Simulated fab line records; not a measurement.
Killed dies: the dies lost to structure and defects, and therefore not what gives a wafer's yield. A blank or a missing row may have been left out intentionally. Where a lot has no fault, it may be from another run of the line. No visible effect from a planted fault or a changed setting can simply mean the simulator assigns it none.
fab line records :: flow sky130
[record]
  lots = 14
  wafers = 42
  last-day = 50
route steps=708 shown POLY_GATE@234
lots that met no fault: taken from a fault-free run of the same line
start-h: hours from the record's opening day to when the first of the lot's shown wafers began :: wait-h: time in hours since the lot's previous step :: " repeats the value in the row above :: L1.1+2: one row covering several wafers at once :: - no value, or no start given :: * or withheld: withheld :: < > ~ a bound
route shown NAME@n: a module of which the file shows steps, and the number in the route of the first :: usual: average and standard deviation across the fault-free wafers :: same: alike in all rows :: chamber/n: place in a boat :: sites: the reading at each site :: _std_site: their standard deviation :: _edge_site: mean of outer sites minus mean of inner sites :: radius-mm: for every site, how far away it sits from the centre of the wafer :: mask NAME#n: copy n :: behind: the last tool/chamber to shape the wafer :: hold: cause of the lot's hold/its duration in hours/its outcome :: device: the n, p or np transistor that did not switch :: end of line: the same wafers' tests at the end of the route :: a step given without rows: its recipe and nothing more :: killed: at the first sort, the dies lost to defects and structure; wafer yield is something else :: map: shows each die of a wafer: x if killed, . if not, _ if none is there
set.NAME: the run value of the setting; set.NAME@STEP: its run value at that earlier step :: model.NAME: the simulator's own value behind a step, which no gauge read
steps of the route over a sample of lots; a table a step, a row a wafer
services: a tool's chamber out of use, with start hour (start-h, from the record's first day; less than 0 if before it), hours out, and reason
[[steps]]
[step SKY_POLY_GATE_OXIDATION_20]
[recipe]
  temp-c = 850
  ambient = O2
  stabilise-s = 600
  purge-s = 300
  target-thk-a = 40
  ox-time-s = 899
[usual]
  spike-tc-bottom-C = 869.7/1.1
  spike-tc-centre-C = 851.5/1.2
  spike-tc-lower-C = 850.5/1
  spike-tc-top-C = 860.0/1
  spike-tc-upper-C = 850.7/0.99
  tube-center-temp-C = 850.01/0.082
  tube_center_temp_C_max = 852.2/0.32
  zone-power-bottom-pct = 24.6/0.7
  zone-power-top-pct = 28.83/0.28
lot.wafer: L671.1
tool: furnace-02
chamber: 0
start-h: 375.37
wait-h: 0.6
spike-tc-bottom-C: 869.5
spike-tc-centre-C: 850.8
spike-tc-lower-C: 850.2
spike-tc-top-C: 860.3
spike-tc-upper-C: 851.5
tube-center-temp-C: 850.06
tube_center_temp_C_max: 852.0
zone-power-bottom-pct: 25.0
zone-power-top-pct: 28.40

lot.wafer: L671.3
tool: furnace-02
chamber: 0
start-h: 375.37
wait-h: 0.6
spike-tc-bottom-C: 870.5
spike-tc-centre-C: 851.7
spike-tc-lower-C: 850.7
spike-tc-top-C: 860.2
spike-tc-upper-C: 850.9
tube-center-temp-C: 850.01
tube_center_temp_C_max: 851.9
zone-power-bottom-pct: 25.1
zone-power-top-pct: 28.83

lot.wafer: L671.6
tool: furnace-02
chamber: 0
start-h: 375.37
wait-h: 0.6
spike-tc-bottom-C: 868.8
spike-tc-centre-C: 851.9
spike-tc-lower-C: 850.9
spike-tc-top-C: 858.7
spike-tc-upper-C: 851.4
tube-center-temp-C: 849.94
tube_center_temp_C_max: 851.9
zone-power-bottom-pct: 24.9
zone-power-top-pct: 29.13

lot.wafer: L672.2
tool: furnace-02
chamber: 0
start-h: 382.45
wait-h: 2.2
spike-tc-bottom-C: 870.1
spike-tc-centre-C: 851.6
spike-tc-lower-C: 849.2
spike-tc-top-C: 859.3
spike-tc-upper-C: 849.9
tube-center-temp-C: 850
tube_center_temp_C_max: 852.2
zone-power-bottom-pct: 24.9
zone-power-top-pct: 28.38

lot.wafer: L672.3
tool: furnace-02
chamber: 0
start-h: 382.45
wait-h: 2.2
spike-tc-bottom-C: 869.2
spike-tc-centre-C: 851.6
spike-tc-lower-C: 849.5
spike-tc-top-C: 860.2
spike-tc-upper-C: 851.9
tube-center-temp-C: 849.92
tube_center_temp_C_max: 851.9
zone-power-bottom-pct: 24.3
zone-power-top-pct: 28.76

lot.wafer: L672.4
tool: furnace-02
chamber: 0
start-h: 382.45
wait-h: 2.2
spike-tc-bottom-C: 869.4
spike-tc-centre-C: 852.1
spike-tc-lower-C: 850.1
spike-tc-top-C: 859.9
spike-tc-upper-C: 851.1
tube-center-temp-C: 850.01
tube_center_temp_C_max: 852.3
zone-power-bottom-pct: 25.6
zone-power-top-pct: 28.84

lot.wafer: L673.1
tool: furnace-02
chamber: 0
start-h: 392.64
wait-h: 2.1
spike-tc-bottom-C: 871.4
spike-tc-centre-C: 851.7
spike-tc-lower-C: 850.6
spike-tc-top-C: 858.8
spike-tc-upper-C: 850.5
tube-center-temp-C: 849.92
tube_center_temp_C_max: 852.0
zone-power-bottom-pct: 25.4
zone-power-top-pct: 28.64

lot.wafer: L673.2
tool: furnace-02
chamber: 0
start-h: 392.64
wait-h: 2.1
spike-tc-bottom-C: 869.9
spike-tc-centre-C: 851.7
spike-tc-lower-C: 850.3
spike-tc-top-C: 858.3
spike-tc-upper-C: 851.6
tube-center-temp-C: 850.09
tube_center_temp_C_max: 852.1
zone-power-bottom-pct: 25.1
zone-power-top-pct: 29.17

lot.wafer: L673.3
tool: furnace-02
chamber: 0
start-h: 392.64
wait-h: 2.1
spike-tc-bottom-C: 868.1
spike-tc-centre-C: 852.4
spike-tc-lower-C: 851.5
spike-tc-top-C: 860.6
spike-tc-upper-C: 851.8
tube-center-temp-C: 850.02
tube_center_temp_C_max: 852.4
zone-power-bottom-pct: 25.3
zone-power-top-pct: 28.79

lot.wafer: L674.2
tool: furnace-02
chamber: 0
start-h: 400.66
wait-h: 1.1
spike-tc-bottom-C: 870.6
spike-tc-centre-C: 852.8
spike-tc-lower-C: 849.3
spike-tc-top-C: 859.2
spike-tc-upper-C: 847.6
tube-center-temp-C: 850.05
tube_center_temp_C_max: 852.3
zone-power-bottom-pct: 24.9
zone-power-top-pct: 29.01

lot.wafer: L674.3
tool: furnace-02
chamber: 0
start-h: 400.66
wait-h: 1.1
spike-tc-bottom-C: 870.9
spike-tc-centre-C: 851.9
spike-tc-lower-C: 849.1
spike-tc-top-C: 860.1
spike-tc-upper-C: 849.9
tube-center-temp-C: 849.93
tube_center_temp_C_max: 851.8
zone-power-bottom-pct: 25.0
zone-power-top-pct: 28.81

lot.wafer: L674.6
tool: furnace-02
chamber: 0
start-h: 400.66
wait-h: 1.1
spike-tc-bottom-C: 868.7
spike-tc-centre-C: 851.6
spike-tc-lower-C: 852.6
spike-tc-top-C: 860.1
spike-tc-upper-C: 848.8
tube-center-temp-C: 849.92
tube_center_temp_C_max: 851.8
zone-power-bottom-pct: 25.1
zone-power-top-pct: 29.03

lot.wafer: L675.3
tool: furnace-02
chamber: 0
start-h: 404.77
wait-h: 0.0
spike-tc-bottom-C: 869.8
spike-tc-centre-C: 852.4
spike-tc-lower-C: 848.6
spike-tc-top-C: 859.8
spike-tc-upper-C: 850.6
tube-center-temp-C: 850.01
tube_center_temp_C_max: 851.8
zone-power-bottom-pct: 24.8
zone-power-top-pct: 28.61

lot.wafer: L675.4
tool: furnace-02
chamber: 0
start-h: 404.77
wait-h: 0.0
spike-tc-bottom-C: 869.4
spike-tc-centre-C: 851.5
spike-tc-lower-C: 849.3
spike-tc-top-C: 860.7
spike-tc-upper-C: 849.9
tube-center-temp-C: 849.97
tube_center_temp_C_max: 852.0
zone-power-bottom-pct: 24.8
zone-power-top-pct: 28.32

lot.wafer: L675.6
tool: furnace-02
chamber: 0
start-h: 404.77
wait-h: 0.0
spike-tc-bottom-C: 869.5
spike-tc-centre-C: 852.7
spike-tc-lower-C: 851.1
spike-tc-top-C: 860.8
spike-tc-upper-C: 849.1
tube-center-temp-C: 849.94
tube_center_temp_C_max: 852.1
zone-power-bottom-pct: 25.1
zone-power-top-pct: 28.80

lot.wafer: L676.1
tool: furnace-02
chamber: 0
start-h: 412.81
wait-h: 0.2
spike-tc-bottom-C: 869.0
spike-tc-centre-C: 853.5
spike-tc-lower-C: 851.9
spike-tc-top-C: 859.7
spike-tc-upper-C: 851.1
tube-center-temp-C: 849.94
tube_center_temp_C_max: 851.5
zone-power-bottom-pct: 25.2
zone-power-top-pct: 28.35

lot.wafer: L676.2
tool: furnace-02
chamber: 0
start-h: 412.81
wait-h: 0.2
spike-tc-bottom-C: 868.4
spike-tc-centre-C: 850.7
spike-tc-lower-C: 850.9
spike-tc-top-C: 859.0
spike-tc-upper-C: 850.2
tube-center-temp-C: 850.02
tube_center_temp_C_max: 852.0
zone-power-bottom-pct: 25.0
zone-power-top-pct: 28.67

lot.wafer: L676.4
tool: furnace-02
chamber: 0
start-h: 412.81
wait-h: 0.2
spike-tc-bottom-C: 868.8
spike-tc-centre-C: 852.4
spike-tc-lower-C: 852.7
spike-tc-top-C: 859.2
spike-tc-upper-C: 851.7
tube-center-temp-C: 850.02
tube_center_temp_C_max: 852.3
zone-power-bottom-pct: 25.5
zone-power-top-pct: 29.04

lot.wafer: L678.3
tool: furnace-01
chamber: 0
start-h: 453.22
wait-h: 1.3
spike-tc-bottom-C: 869.6
spike-tc-centre-C: 851.0
spike-tc-lower-C: 852.1
spike-tc-top-C: 861.0
spike-tc-upper-C: 850.6
tube-center-temp-C: 850.01
tube_center_temp_C_max: 852.3
zone-power-bottom-pct: 23.7
zone-power-top-pct: 28.61

lot.wafer: L678.5
tool: furnace-01
chamber: 0
start-h: 453.22
wait-h: 1.3
spike-tc-bottom-C: 870.2
spike-tc-centre-C: 849.7
spike-tc-lower-C: 849.9
spike-tc-top-C: 859.7
spike-tc-upper-C: 850.8
tube-center-temp-C: 849.9
tube_center_temp_C_max: 852.1
zone-power-bottom-pct: 24.1
zone-power-top-pct: 28.97

lot.wafer: L678.6
tool: furnace-01
chamber: 0
start-h: 453.22
wait-h: 1.3
spike-tc-bottom-C: 870.1
spike-tc-centre-C: 851.8
spike-tc-lower-C: 852.6
spike-tc-top-C: 860.8
spike-tc-upper-C: 853.1
tube-center-temp-C: 850.06
tube_center_temp_C_max: 852.3
zone-power-bottom-pct: 23.6
zone-power-top-pct: 29.28

lot.wafer: L679.2
tool: furnace-01
chamber: 0
start-h: 453.22
wait-h: 1.1
spike-tc-bottom-C: 867.9
spike-tc-centre-C: 848.9
spike-tc-lower-C: 851.8
spike-tc-top-C: 861.1
spike-tc-upper-C: 849.1
tube-center-temp-C: 849.94
tube_center_temp_C_max: 852.9
zone-power-bottom-pct: 23.4
zone-power-top-pct: 28.73

lot.wafer: L679.5
tool: furnace-01
chamber: 0
start-h: 453.22
wait-h: 1.1
spike-tc-bottom-C: 870.1
spike-tc-centre-C: 849.1
spike-tc-lower-C: 851.3
spike-tc-top-C: 860.9
spike-tc-upper-C: 852.4
tube-center-temp-C: 850.16
tube_center_temp_C_max: 852.5
zone-power-bottom-pct: 24.0
zone-power-top-pct: 29.00

lot.wafer: L679.6
tool: furnace-01
chamber: 0
start-h: 453.22
wait-h: 1.1
spike-tc-bottom-C: 870.2
spike-tc-centre-C: 851.2
spike-tc-lower-C: 850.9
spike-tc-top-C: 860.6
spike-tc-upper-C: 850.7
tube-center-temp-C: 850
tube_center_temp_C_max: 851.9
zone-power-bottom-pct: 23.8
zone-power-top-pct: 28.36

lot.wafer: L682.3
tool: furnace-01
chamber: 0
start-h: 465.68
wait-h: 1.1
spike-tc-bottom-C: 870.6
spike-tc-centre-C: 849.9
spike-tc-lower-C: 850.5
spike-tc-top-C: 859.4
spike-tc-upper-C: 851.4
tube-center-temp-C: 850.01
tube_center_temp_C_max: 852.8
zone-power-bottom-pct: 23.5
zone-power-top-pct: 29.09

lot.wafer: L682.4
tool: furnace-01
chamber: 0
start-h: 465.68
wait-h: 1.1
spike-tc-bottom-C: 869.6
spike-tc-centre-C: 851.4
spike-tc-lower-C: 852.4
spike-tc-top-C: 859.8
spike-tc-upper-C: 851.0
tube-center-temp-C: 850.09
tube_center_temp_C_max: 852.2
zone-power-bottom-pct: 23.9
zone-power-top-pct: 28.71

lot.wafer: L682.5
tool: furnace-01
chamber: 0
start-h: 465.68
wait-h: 1.1
spike-tc-bottom-C: 869.7
spike-tc-centre-C: 850.8
spike-tc-lower-C: 850.1
spike-tc-top-C: 860.6
spike-tc-upper-C: 850.8
tube-center-temp-C: 850.05
tube_center_temp_C_max: 851.6
zone-power-bottom-pct: 24.1
zone-power-top-pct: 28.50

lot.wafer: L681.3
tool: furnace-02
chamber: 0
start-h: 468.97
wait-h: 2.6
spike-tc-bottom-C: 868.4
spike-tc-centre-C: 851.4
spike-tc-lower-C: 851.1
spike-tc-top-C: 858.9
spike-tc-upper-C: 850.2
tube-center-temp-C: 850.04
tube_center_temp_C_max: 851.9
zone-power-bottom-pct: 25.2
zone-power-top-pct: 28.55

lot.wafer: L681.5
tool: furnace-02
chamber: 0
start-h: 468.97
wait-h: 2.6
spike-tc-bottom-C: 869.0
spike-tc-centre-C: 848.7
spike-tc-lower-C: 850.0
spike-tc-top-C: 859.9
spike-tc-upper-C: 851.5
tube-center-temp-C: 849.96
tube_center_temp_C_max: 852.4
zone-power-bottom-pct: 25.2
zone-power-top-pct: 29.21

lot.wafer: L681.6
tool: furnace-02
chamber: 0
start-h: 468.97
wait-h: 2.6
spike-tc-bottom-C: 869.0
spike-tc-centre-C: 849.9
spike-tc-lower-C: 851.0
spike-tc-top-C: 860.2
spike-tc-upper-C: 851.3
tube-center-temp-C: 850
tube_center_temp_C_max: 852.4
zone-power-bottom-pct: 24.8
zone-power-top-pct: 29.04

lot.wafer: L683.4
tool: furnace-02
chamber: 0
start-h: 475.37
wait-h: 0.0
spike-tc-bottom-C: 900.3
spike-tc-centre-C: 884.8
spike-tc-lower-C: 882.6
spike-tc-top-C: 891.4
spike-tc-upper-C: 882.7
tube-center-temp-C: 881.82
tube_center_temp_C_max: 884.2
zone-power-bottom-pct: 27.0
zone-power-top-pct: 31.12

lot.wafer: L683.5
tool: furnace-02
chamber: 0
start-h: 475.37
wait-h: 0.0
spike-tc-bottom-C: 900.6
spike-tc-centre-C: 883.9
spike-tc-lower-C: 882.2
spike-tc-top-C: 891.4
spike-tc-upper-C: 882.4
tube-center-temp-C: 881.88
tube_center_temp_C_max: 884.5
zone-power-bottom-pct: 27.1
zone-power-top-pct: 30.44

lot.wafer: L683.6
tool: furnace-02
chamber: 0
start-h: 475.37
wait-h: 0.0
spike-tc-bottom-C: 902.3
spike-tc-centre-C: 883.4
spike-tc-lower-C: 881.8
spike-tc-top-C: 891.0
spike-tc-upper-C: 883.2
tube-center-temp-C: 882
tube_center_temp_C_max: 884.3
zone-power-bottom-pct: 27.6
zone-power-top-pct: 30.54

lot.wafer: L686.1
tool: furnace-02
chamber: 0
start-h: 503.22
wait-h: 0.5
spike-tc-bottom-C: 900.5
spike-tc-centre-C: 881.9
spike-tc-lower-C: 881.6
spike-tc-top-C: 890.8
spike-tc-upper-C: 882.7
tube-center-temp-C: 882.03
tube_center_temp_C_max: 883.8
zone-power-bottom-pct: 27.0
zone-power-top-pct: 30.14

lot.wafer: L686.4
tool: furnace-02
chamber: 0
start-h: 503.22
wait-h: 0.5
spike-tc-bottom-C: 899.8
spike-tc-centre-C: 885.1
spike-tc-lower-C: 880.8
spike-tc-top-C: 890.4
spike-tc-upper-C: 882.0
tube-center-temp-C: 881.83
tube_center_temp_C_max: 884.3
zone-power-bottom-pct: 27.1
zone-power-top-pct: 30.90

lot.wafer: L686.6
tool: furnace-02
chamber: 0
start-h: 503.22
wait-h: 0.5
spike-tc-bottom-C: 903.0
spike-tc-centre-C: 884.0
spike-tc-lower-C: 882.1
spike-tc-top-C: 891.2
spike-tc-upper-C: 883.4
tube-center-temp-C: 881.8
tube_center_temp_C_max: 884.7
zone-power-bottom-pct: 27.3
zone-power-top-pct: 30.68

lot.wafer: L693.2
tool: furnace-02
chamber: 0
start-h: 567.78
wait-h: 1.3
spike-tc-bottom-C: 868.6
spike-tc-centre-C: 852.5
spike-tc-lower-C: 851.5
spike-tc-top-C: 858.0
spike-tc-upper-C: 852.4
tube-center-temp-C: 849.85
tube_center_temp_C_max: 851.8
zone-power-bottom-pct: 25.1
zone-power-top-pct: 28.52

lot.wafer: L693.3
tool: furnace-02
chamber: 0
start-h: 567.78
wait-h: 1.3
spike-tc-bottom-C: 869.6
spike-tc-centre-C: 851.9
spike-tc-lower-C: 851.6
spike-tc-top-C: 860.2
spike-tc-upper-C: 850.9
tube-center-temp-C: 849.99
tube_center_temp_C_max: 852.0
zone-power-bottom-pct: 24.6
zone-power-top-pct: 28.78

lot.wafer: L693.5
tool: furnace-02
chamber: 0
start-h: 567.78
wait-h: 1.3
spike-tc-bottom-C: 870.0
spike-tc-centre-C: 853.2
spike-tc-lower-C: 851.4
spike-tc-top-C: 860.9
spike-tc-upper-C: 851.2
tube-center-temp-C: 849.83
tube_center_temp_C_max: 852.2
zone-power-bottom-pct: 24.9
zone-power-top-pct: 28.98

lot.wafer: L694.1
tool: furnace-02
chamber: 0
start-h: 573.14
wait-h: 3.7
spike-tc-bottom-C: 869.4
spike-tc-centre-C: 851.0
spike-tc-lower-C: 849.3
spike-tc-top-C: 859.3
spike-tc-upper-C: 850.2
tube-center-temp-C: 850.04
tube_center_temp_C_max: 851.7
zone-power-bottom-pct: 25.2
zone-power-top-pct: 29.12

lot.wafer: L694.2
tool: furnace-02
chamber: 0
start-h: 573.14
wait-h: 3.7
spike-tc-bottom-C: 869.1
spike-tc-centre-C: 851.0
spike-tc-lower-C: 849.4
spike-tc-top-C: 858.2
spike-tc-upper-C: 851.3
tube-center-temp-C: 850
tube_center_temp_C_max: 852.0
zone-power-bottom-pct: 24.9
zone-power-top-pct: 28.11

lot.wafer: L694.3
tool: furnace-02
chamber: 0
start-h: 573.14
wait-h: 3.7
spike-tc-bottom-C: 868.4
spike-tc-centre-C: 850.2
spike-tc-lower-C: 851.2
spike-tc-top-C: 859.4
spike-tc-upper-C: 849.5
tube-center-temp-C: 850.04
tube_center_temp_C_max: 852.0
zone-power-bottom-pct: 25.1
zone-power-top-pct: 28.66
[step SKY_POLY_GATE_THK_MEAS_21]
[recipe]
  reads = SiO2_of_POLY_GATE_OXIDATION_20
[usual]
  POLY_GATE_OXIDATION_THK = 4.01/0.073
lot.wafer: L671.1
tool: film-metro-01
chamber: -
start-h: 376.62
wait-h: 0.0
POLY_GATE_OXIDATION_THK[nm]: 3.94

lot.wafer: L671.3
tool: film-metro-01
chamber: -
start-h: 376.62
wait-h: 0.0
POLY_GATE_OXIDATION_THK[nm]: 4.01

lot.wafer: L671.6
tool: film-metro-01
chamber: -
start-h: 376.62
wait-h: 0.0
POLY_GATE_OXIDATION_THK[nm]: 3.98

lot.wafer: L672.2
tool: film-metro-01
chamber: -
start-h: 383.71
wait-h: 0.0
POLY_GATE_OXIDATION_THK[nm]: 4.08

lot.wafer: L672.3
tool: film-metro-01
chamber: -
start-h: 383.71
wait-h: 0.0
POLY_GATE_OXIDATION_THK[nm]: 4.03

lot.wafer: L672.4
tool: film-metro-01
chamber: -
start-h: 383.71
wait-h: 0.0
POLY_GATE_OXIDATION_THK[nm]: 4.02

lot.wafer: L673.1
tool: film-metro-03
chamber: -
start-h: 393.89
wait-h: 0.0
POLY_GATE_OXIDATION_THK[nm]: 4.07

lot.wafer: L673.2
tool: film-metro-03
chamber: -
start-h: 393.89
wait-h: 0.0
POLY_GATE_OXIDATION_THK[nm]: 4.14

lot.wafer: L673.3
tool: film-metro-03
chamber: -
start-h: 393.89
wait-h: 0.0
POLY_GATE_OXIDATION_THK[nm]: 4.14

lot.wafer: L674.2
tool: film-metro-03
chamber: -
start-h: 401.92
wait-h: 0.0
POLY_GATE_OXIDATION_THK[nm]: 3.92

lot.wafer: L674.3
tool: film-metro-03
chamber: -
start-h: 401.92
wait-h: 0.0
POLY_GATE_OXIDATION_THK[nm]: 4.09

lot.wafer: L674.6
tool: film-metro-03
chamber: -
start-h: 401.92
wait-h: 0.0
POLY_GATE_OXIDATION_THK[nm]: 4.02

lot.wafer: L675.3
tool: film-metro-02
chamber: -
start-h: 406.04
wait-h: 0.0
POLY_GATE_OXIDATION_THK[nm]: 4.10

lot.wafer: L675.4
tool: film-metro-02
chamber: -
start-h: 406.04
wait-h: 0.0
POLY_GATE_OXIDATION_THK[nm]: 4.12

lot.wafer: L675.6
tool: film-metro-02
chamber: -
start-h: 406.04
wait-h: 0.0
POLY_GATE_OXIDATION_THK[nm]: 4.06

lot.wafer: L676.1
tool: film-metro-01
chamber: -
start-h: 414.06
wait-h: 0.0
POLY_GATE_OXIDATION_THK[nm]: 3.96

lot.wafer: L676.2
tool: film-metro-01
chamber: -
start-h: 414.06
wait-h: 0.0
POLY_GATE_OXIDATION_THK[nm]: 4.07

lot.wafer: L676.4
tool: film-metro-01
chamber: -
start-h: 414.06
wait-h: 0.0
POLY_GATE_OXIDATION_THK[nm]: 4.02

lot.wafer: L679.2
tool: film-metro-03
chamber: -
start-h: 454.48
wait-h: 0.0
POLY_GATE_OXIDATION_THK[nm]: 3.99

lot.wafer: L679.5
tool: film-metro-03
chamber: -
start-h: 454.48
wait-h: 0.0
POLY_GATE_OXIDATION_THK[nm]: 4.00

lot.wafer: L679.6
tool: film-metro-03
chamber: -
start-h: 454.48
wait-h: 0.0
POLY_GATE_OXIDATION_THK[nm]: 3.96

lot.wafer: L678.3
tool: film-metro-02
chamber: -
start-h: 454.49
wait-h: 0.0
POLY_GATE_OXIDATION_THK[nm]: 4.16

lot.wafer: L678.5
tool: film-metro-02
chamber: -
start-h: 454.49
wait-h: 0.0
POLY_GATE_OXIDATION_THK[nm]: 4.09

lot.wafer: L678.6
tool: film-metro-02
chamber: -
start-h: 454.49
wait-h: 0.0
POLY_GATE_OXIDATION_THK[nm]: 4.11

lot.wafer: L682.3
tool: film-metro-03
chamber: -
start-h: 466.95
wait-h: 0.0
POLY_GATE_OXIDATION_THK[nm]: 4.06

lot.wafer: L682.4
tool: film-metro-03
chamber: -
start-h: 466.95
wait-h: 0.0
POLY_GATE_OXIDATION_THK[nm]: 4.09

lot.wafer: L682.5
tool: film-metro-03
chamber: -
start-h: 466.95
wait-h: 0.0
POLY_GATE_OXIDATION_THK[nm]: 4.10

lot.wafer: L681.3
tool: film-metro-02
chamber: -
start-h: 470.24
wait-h: 0.0
POLY_GATE_OXIDATION_THK[nm]: 3.93

lot.wafer: L681.5
tool: film-metro-02
chamber: -
start-h: 470.24
wait-h: 0.0
POLY_GATE_OXIDATION_THK[nm]: 3.93

lot.wafer: L681.6
tool: film-metro-02
chamber: -
start-h: 470.24
wait-h: 0.0
POLY_GATE_OXIDATION_THK[nm]: 3.95

lot.wafer: L683.4
tool: film-metro-03
chamber: -
start-h: 476.65
wait-h: 0.0
POLY_GATE_OXIDATION_THK[nm]: 5.91

lot.wafer: L683.5
tool: film-metro-03
chamber: -
start-h: 476.65
wait-h: 0.0
POLY_GATE_OXIDATION_THK[nm]: 5.84

lot.wafer: L683.6
tool: film-metro-03
chamber: -
start-h: 476.65
wait-h: 0.0
POLY_GATE_OXIDATION_THK[nm]: 5.87

lot.wafer: L686.1
tool: film-metro-02
chamber: -
start-h: 504.47
wait-h: 0.0
POLY_GATE_OXIDATION_THK[nm]: 5.85

lot.wafer: L686.4
tool: film-metro-02
chamber: -
start-h: 504.47
wait-h: 0.0
POLY_GATE_OXIDATION_THK[nm]: 5.82

lot.wafer: L686.6
tool: film-metro-02
chamber: -
start-h: 504.47
wait-h: 0.0
POLY_GATE_OXIDATION_THK[nm]: 5.86

lot.wafer: L693.2
tool: film-metro-01
chamber: -
start-h: 569.04
wait-h: 0.0
POLY_GATE_OXIDATION_THK[nm]: 4.03

lot.wafer: L693.3
tool: film-metro-01
chamber: -
start-h: 569.04
wait-h: 0.0
POLY_GATE_OXIDATION_THK[nm]: 3.95

lot.wafer: L693.5
tool: film-metro-01
chamber: -
start-h: 569.04
wait-h: 0.0
POLY_GATE_OXIDATION_THK[nm]: 3.94

lot.wafer: L694.1
tool: film-metro-03
chamber: -
start-h: 574.39
wait-h: 0.0
POLY_GATE_OXIDATION_THK[nm]: 4.03

lot.wafer: L694.2
tool: film-metro-03
chamber: -
start-h: 574.39
wait-h: 0.0
POLY_GATE_OXIDATION_THK[nm]: 4.02

lot.wafer: L694.3
tool: film-metro-03
chamber: -
start-h: 574.39
wait-h: 0.0
POLY_GATE_OXIDATION_THK[nm]: 3.95
[[services]]
tool: furnace-02
chamber: -
start-h: 378.15
hours: 4.3
kind: pm

tool: furnace-01
chamber: -
start-h: 411.96
hours: 7.2
kind: pm

tool: furnace-02
chamber: -
start-h: 464.46
hours: 4.5
kind: repair

tool: furnace-02
chamber: -
start-h: 495.13
hours: 3.3
kind: pm

tool: furnace-01
chamber: -
start-h: 518.27
hours: 4.9
kind: pm

tool: furnace-02
chamber: -
start-h: 544.95
hours: 4.3
kind: pm

tool: furnace-01
chamber: -
start-h: 559.59
hours: 13.6
kind: pm
[[key]]
[first-sign]
  step = SKY_POLY_GATE_OXIDATION_20
  reading = tube-center-temp-C
  direction = up
  sigmas = 99+
  usual = *
  struck = *
[effect]
  step = SKY_POLY_GATE_OXIDATION_20
  reading = tube_center_temp_C_max
  direction = up
  sigmas = 99+
  usual = *
  struck = *
[effect]
  step = SKY_POLY_GATE_THK_MEAS_21
  reading = POLY_GATE_OXIDATION_THK
  direction = up
  sigmas = 25
  usual = 4.01
  struck = 5.86
met-at SKY_POLY_GATE_OXIDATION_20
struck-lots L683,L686
tester-left-out L683,L686
onset-between 468.97 475.37
[fault]
  kind = process-parameter-drift
  tool = furnace-02
  chamber = -
  onset-h = 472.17
  steps = SKY_POLY_GATE_OXIDATION_20
  channel = temp-c
  offset = *
  shape = step
  end-h = 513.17
  acts-in = *
  stated = *
// tester-left-out: of these lots the tester's yield and bins aren't shown, on N5 and GAA mostly nor the transistor test; their killed dies are dies lost to structure and defects alone, not to doping, threshold or leakage, so they don't give the yield
